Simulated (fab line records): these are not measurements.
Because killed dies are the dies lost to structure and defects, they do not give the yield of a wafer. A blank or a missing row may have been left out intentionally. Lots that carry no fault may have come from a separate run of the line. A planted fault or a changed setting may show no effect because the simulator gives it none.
Struck lot and sound lot, side by side ; flow gf180mcu ; 14 steps out of a route of 602
Sound: wafers L870.2, L870.5, L870.6. Wafers struck: L876.2, L876.3, L876.5. The cause comes at the end.
Each step with rows lists, per side, the tool, then ch with its chambers, then its first start. Under that, the readings that differ: sound wafers ; struck wafers ; difference of the means ; sigmas: that difference in standard deviations of wafers without a fault.
alike: same words and numbers on both sides, and readings whose means sit less than 2 such deviations apart. not compared: any withheld reading, any reading some wafer has no value for, any bound like >300 that may hide the same value, and any number with overlapping values for which the record gives no deviation.
Wherever a step has rows on one side only, a row that says differs or no value, or a row with sigmas, the two part there. Numbers that don't overlap but have no deviation are shown without sigmas and don't part them. A reading that every wafer of one side lacks parts them only if that side has two wafers or more.

GF_MIM_SPUTTER_04: material TiN, target thk 50 nm, time 41.7 s.
  sound on pvd sputter-04, day 25 10:43; struck on pvd sputter-03, day 27 08:34
  alike: throttle valve pct
GF_MIM_CVD_05: deposits Si3N4, target thk 42 nm, time 29.086 s.
  sound on pecvd-01 ch 1,2, day 25 10:46; struck on pecvd-01 ch 0,1,2, day 27 08:36
  alike: heater power outer w, heater power w
GF_MIM_THK_MEAS_06:
  sound on film metro-03, day 25 10:48; struck on film metro-04, day 27 08:38
  alike: MIM_CVD_05_THK
GF_MIM_SPUTTER_07: material TiN, target thk 60 nm, time 50 s.
  sound on pvd sputter-03, day 25 10:51; struck on pvd sputter-01, day 27 08:41
  alike: throttle valve pct
GF_MIM_SPUTTER_08: material AlCu, target thk 200 nm, time 10.6 s.
  sound on pvd sputter-03, day 25 10:54; struck on pvd sputter-01, day 27 08:44
  alike: throttle valve pct
GF_MIM_SPUTTER_09: material TiN, target thk 35 nm, time 29.2 s.
  sound on pvd sputter-03, day 25 10:55; struck on pvd sputter-01, day 27 08:46
  alike: throttle valve pct
GF_MIM_RS_MEAS_10: measurement is done with a four-point probe.
  sound on film metro-02, day 25 10:58; struck on film metro-02, day 27 08:49
  alike: MIM_ALCU_RS
GF_MIM_THK_MEAS_11: measures by xrf.
  sound on film metro-02, day 25 11:05; struck on film metro-02, day 27 08:55
  alike: MIM_ALCU_THK
then, 4 steps without rows for these wafers: GF_MIM_DEHYDRATE_12 (time 60 s); GF_MIM_HMDS_13 (prime time 60 s); GF_MIM_COAT_14 (resist thk 1000 nm); GF_MIM_SOFTBAKE_15 (time 60 s).
GF_MIM_EXPOSE_16: exposes mask FuseTop, target cd 2000 nm.
  sound on iline stepper-02 ch 0, day 25 22:35; struck on iline stepper-02, day 27 19:37
  no value came back on the struck wafers for exposure dose mJ cm2, focus offset nm (nm); on the sound wafers exposure dose mJ cm2 reads 140.05 140.08 140.02
  alike: mask
then, 1 step without rows for these wafers: GF_MIM_PEB_17.

WHERE THEY PART
Only at GF_MIM_EXPOSE_16, as far as this record shows.

WHY: the cause the simulator had injected
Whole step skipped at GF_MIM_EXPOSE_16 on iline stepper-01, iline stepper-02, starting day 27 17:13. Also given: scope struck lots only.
